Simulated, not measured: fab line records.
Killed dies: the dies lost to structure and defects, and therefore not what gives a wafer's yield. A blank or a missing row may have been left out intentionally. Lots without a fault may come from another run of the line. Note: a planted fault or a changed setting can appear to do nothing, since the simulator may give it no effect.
Which tool is to blame?	flow sfq line	15 lots, 43 wafers sampled, at 6 steps of a route of 325

WHAT THE GAUGES READ, wafer by wafer
SFQ_L0_RS_MEAS_901: a four-point-probe measurement.
lot	measured	on	L0_MONX_KI_RS (ohm/sq)
L416	day 1 12:34	film metro-02	43.3 43.9 42.4
L417	day 1 17:34	film metro-03	43.3 42.6 43.5
L418	day 1 22:36	film metro-02	43.2 42.2 42.2
L421	day 2 13:34	film metro-03	43.9 43.9 44.0
L422	day 2 18:35	film metro-02	43.5 42.2 43.0
L424	day 3 04:34	film metro-02	43.6 42.4 43.4
L425	day 3 09:35	film metro-02	42.7 43.1 42.8
L426	day 3 14:34	film metro-02	42.8 43.6 44.1
L427	day 3 19:35	film metro-03	43.3 41.9 43.0
L429	day 4 05:34	film metro-03	43.5 81.1 86.3
L434	day 5 06:34	film metro-03	43.9 84.8
L436	day 5 16:35	film metro-01	79.8 83.7
L437	day 5 21:35	film metro-03	45.2 44.4 45.1
L438	day 6 02:34	film metro-03	41.7 42.1 42.9
L439	day 6 07:34	film metro-03	43.0 44.2 43.5

SFQ_L0_THK_MEAS_902: measures by xrf.
lot	measured	on	L0_MONX_KI_THK (nm)
L416	day 1 12:41	film metro-02	39.6 39.2 40.3
L417	day 1 17:41	film metro-03	39.2 39.8 39.1
L418	day 1 22:42	film metro-02	39.5 40.6 40.5
L421	day 2 13:41	film metro-03	39.1 38.9 39.1
L422	day 2 18:41	film metro-02	39.2 40.6 39.9
L424	day 3 04:41	film metro-02	39.1 40.2 39.5
L425	day 3 09:41	film metro-02	40.1 39.7 40.1
L426	day 3 14:41	film metro-02	39.9 39.1 38.7
L427	day 3 19:41	film metro-03	39.4 40.8 39.8
L429	day 4 05:41	film metro-03	39.2 21.1 19.8
L434	day 5 06:41	film metro-03	38.9 20.2
L436	day 5 16:41	film metro-01	21.4 20.3
L437	day 5 21:41	film metro-03	37.8 38.3 38.0
L438	day 6 02:41	film metro-03	40.8 40.6 39.7
L439	day 6 07:41	film metro-03	39.4 38.7 39.2

SFQ_L0V_OVL_MEAS_903.
lot	measured	on	L0V_OVL (nm)
L416	day 4 19:03	overlay-02	-1 2 -3
L417	day 4 23:51	overlay-02	-2 1 0
L418	day 5 08:16	overlay-01	-7 -10 -11
L421	day 6 03:00	overlay-01	-6 -3 -7
L422	day 6 07:49	overlay-01	0 -4 3
L424	day 6 16:12	overlay-01	-6 -7 -3
L425	day 6 19:49	overlay-02	-3 -2 2
L426	day 7 04:12	overlay-01	4 1 0
L427	day 7 10:01	overlay-01	3 9 7
L429	day 7 18:24	overlay-01	4 2 3
L434	day 8 17:18	overlay-02	12 8
L436	day 9 04:07	overlay-02	-4 -7
L437	day 9 08:55	overlay-02	-1 0 -1
L438	day 9 12:30	overlay-01	-9 -6 -5
L439	day 9 17:18	overlay-02	-2 4 0

SFQ_I7_BOW_MEAS_946.
lot	measured	on	I7_BOW (um)
L416	day 81 10:44	film metro-03	-7 -3 -4
L417	day 81 13:11	film metro-02	4 2 -3
L418	day 81 14:23	film metro-04	3 7 17
L421	day 81 21:32	film metro-04	16 31 29
L422	day 82 01:11	film metro-03	11 17 11
L424	day 82 04:43	film metro-04	2 16 0
L425	day 82 07:11	film metro-03	2 8 8
L426	day 82 19:19	film metro-04	3 -11 -6
L427	day 82 23:36	film metro-03	26 16 15
L429	day 83 05:35	film metro-02	14 1 1
L434	day 84 03:43	film metro-02	19 29
L436	day 87 21:06	film metro-02	12 14
L437	day 88 00:15	film metro-04	3 0 -4
L438	day 88 05:02	film metro-03	-3 -14 -7
L439	day 88 09:52	film metro-04	2 -3 9

WHICH TOOL RAN EACH LOT (tool, then ch and the chambers of the sampled wafers, then the start)
lot	SFQ_TRILAYER_L0_DEP_SPUTTER_003	SFQ_TRILAYER_L0_ETCH_METAL_ETCH_008
L416	pvd sputter-05, day 1 12:29	rie metal-02 ch 0, day 3 00:24
L417	pvd sputter-05, day 1 17:29	rie metal-04 ch 0,1, day 3 06:20
L418	pvd sputter-03, day 1 22:29	rie metal-02 ch 0,1, day 3 12:21
L421	pvd sputter-05, day 2 13:29	rie metal-02 ch 0,1, day 4 07:07
L422	pvd sputter-05, day 2 18:29	rie metal-04 ch 0,1, day 4 13:07
L424	pvd sputter-03, day 3 04:29	rie metal-02 ch 1, day 4 21:31
L425	pvd sputter-05, day 3 09:29	rie metal-04 ch 0,1, day 5 02:19
L426	pvd sputter-03, day 3 14:29	rie metal-04 ch 0,1, day 5 10:43
L427	pvd sputter-03, day 3 19:29	rie metal-02 ch 0,1, day 5 15:31
L429	pvd sputter-03, day 4 05:29	rie metal-01 ch 0,1, day 6 00:40
L434	pvd sputter-03, day 5 06:29	rie metal-01 ch 0,1, day 6 23:28
L436	pvd sputter-03, day 5 16:29	rie metal-04 ch 1, day 7 11:16
L437	pvd sputter-06, day 5 21:29	rie metal-02 ch 0,1, day 7 16:05
L438	pvd sputter-05, day 6 02:29	rie metal-02 ch 0,1, day 7 19:40
L439	pvd sputter-05, day 6 07:29	rie metal-04 ch 0,1, day 8 00:28
- SFQ_TRILAYER_L0_DEP_SPUTTER_003: material MoNx KI, target thk 40 nm, time 100 s.
- SFQ_TRILAYER_L0_ETCH_METAL_ETCH_008: etches MoNx KI in SF6/O2, stops on SiO2, target depth 50 nm, time 25 s.

WHAT THE TOOLS THEMSELVES READ (means of the sampled wafers that have a number; where no wafer has one, the mark that the record gives instead)
SFQ_TRILAYER_L0_DEP_SPUTTER_003.
lot	tool	cathode dc power W (W)	throttle valve pct (%)
L416	pvd sputter-05	800.00	28.0
L417	pvd sputter-05	799.87	28.1
L418	pvd sputter-03	800.17	30.3
L421	pvd sputter-05	800.08	28.5
L422	pvd sputter-05	800.03	28.5
L424	pvd sputter-03	800.04	30.7
L425	pvd sputter-05	800.05	28.3
L426	pvd sputter-03	800.05	30.6
L427	pvd sputter-03	799.97	29.9
L429	pvd sputter-03	800.06	30.5
L434	pvd sputter-03	800.06	30.4
L436	pvd sputter-03	800.17	29.9
L437	pvd sputter-06	800.00	29.3
L438	pvd sputter-05	799.97	28.2
L439	pvd sputter-05	800.01	28.5

SFQ_TRILAYER_L0_ETCH_METAL_ETCH_008.
lot	tool	drypump motor current A (A)	oes product au (a.u.)
L416	rie metal-02	6.3	0.880
L417	rie metal-04	6.0	0.872
L418	rie metal-02	6.0	0.884
L421	rie metal-02	6.0	0.867
L422	rie metal-04	6.0	0.879
L424	rie metal-02	5.8	0.881
L425	rie metal-04	5.9	0.875
L426	rie metal-04	5.9	0.873
L427	rie metal-02	6.0	0.881
L429	rie metal-01	5.2	0.714
L434	rie metal-01	5.3	0.753
L436	rie metal-04	5.7	0.637
L437	rie metal-02	6.2	0.858
L438	rie metal-02	6.2	0.890
L439	rie metal-04	5.8	0.871

THE ANSWER, worked out from the rows above alone
Rule: usual is defined by the lots themselves. The widest of any qualifying gaps counts: lots, ordered by their means at a reading, are off when they make up no more than a third of the lots, leave a main group of 4 or more, and stand apart from it by 3 or more times the standard deviation of that group's means. Not used: any main group whose means are identical at the precision the tables above print for the reading. Also off: a lot with no number at a reading for which 4 or more lots have one. The other lots that the step has rows for count as sound. Order of review: gauges by route order, followed by the tools' own readings, for which a lot's mean as printed above is used. At the first step where some lot is off, the reading lying furthest off is the one used; lots without a number count as furthest.
Off: at SFQ_L0_RS_MEAS_901 (L0_MONX_KI_RS), L429, L434, L436. Main group: mean 43.2 ohm/sq, sd 0.67.
If a tool, at a process step before that reading, ran all the lots that are off and no sound lot after the first of them, it fits. The gauges at SFQ_L0_RS_MEAS_901 aren't tried: what is off there is off at SFQ_TRILAYER_L0_ETCH_METAL_ETCH_008 too, on other tools, and a gauge's error can't cause that. One fits: pvd sputter-03 at SFQ_TRILAYER_L0_DEP_SPUTTER_003. Its last sound lot is L427 (day 3 19:29), its first lot that is off L429 (day 4 05:29): a fault that began between those two fits.

WHAT WAS PUT IN BY THE SIMULATOR
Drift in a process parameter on pvd sputter-03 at SFQ_TRILAYER_L0_DEP_SPUTTER_003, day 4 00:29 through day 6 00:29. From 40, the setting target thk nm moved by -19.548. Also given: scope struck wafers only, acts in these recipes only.
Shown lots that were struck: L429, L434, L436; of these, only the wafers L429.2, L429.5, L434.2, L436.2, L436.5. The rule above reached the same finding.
